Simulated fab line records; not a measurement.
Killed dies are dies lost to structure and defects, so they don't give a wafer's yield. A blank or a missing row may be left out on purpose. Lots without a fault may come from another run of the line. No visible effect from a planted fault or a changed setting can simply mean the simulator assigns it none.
8D (eight disciplines) problem report, filled in by code    flow sky130    the parts of the form that need people (team, actions taken, sign-off) are left out

== 1. THE PROBLEM ==
developer temp C at SKY_VIA1_DEVELOP_11 reads a mean of 20.15 C on 6 wafers of 2 lots; wafers without a fault read 20.97 C with a standard deviation of 0.094. That is -8.8 standard deviations from the usual mean.
The step: develop time 60 s.
The first sign was on wafer L553.2 at day 37 18:00, on litho track-04. Wafers with a number at this step in the record: 42, from 14 lots. Rule for "out", or "out of limits": more than 4 standard deviations from the usual mean. The other wafers with a number count as sound.

== 2. WHAT IT IS, AND WHAT IT ISN'T ==
question                     is                      is not
which readings at this step  developer temp C        -
which lots                   L553, L555              L544, L546, L547, L548, L556, L560, L561, L562, L564, L565, L566, L567
which wafers of those lots   all that have a number  -
read on which tools          litho track-04          litho track-02, litho track-03
when                         from day 37 18:00       up to then (12 sound wafers); but 24 sound wafers of L556, L560, L561, L562, L564, L565, L566, L567 came after

== 3. SUSPECTS, AND WHAT RULES EACH OUT ==
Counting: any tool at a process step up to the reading is kept as a suspect provided that every lot that is out went through it and no sound lot did after the first of them.
- litho track-04 at SKY_VIA1_DEVELOP_11 (develop time 60 s): ruled out as a lasting fault. Sound lots L566 ran on it after its first lot that is out, L553 (day 37 18:00).
Left after counting: nothing in the record.

== 4. THE CAUSE (what the simulator had put in) ==
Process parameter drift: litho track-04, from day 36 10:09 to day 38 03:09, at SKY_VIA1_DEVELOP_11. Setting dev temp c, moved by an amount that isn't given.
Counting ruled it out, wrongly.

== 5. THE CHAIN OF EFFECTS, in route order ==
Each row: a reading where the mean over the struck wafers with a number is more than 3 standard deviations away from the usual. Scope: only readings with a usual standard deviation given in the record; hours: median across lots of the time from each lot's start at the first step in this table that gives one to its start at this step; sigmas: change in usual standard deviations.
hours  step                 reading           usual    on struck wafers  change  sigmas
0      SKY_VIA1_DEVELOP_11  developer temp C  20.97 C  20.15             -0.82   -8.8
Process steps it contains:
- SKY_VIA1_DEVELOP_11: develop time 60 s.

== 6. HOW IT WOULD HAVE BEEN CAUGHT EARLIER ==
32 hours passed between the start of the fault at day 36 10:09 and the first reading out of limits in this record, taken at day 37 18:00.
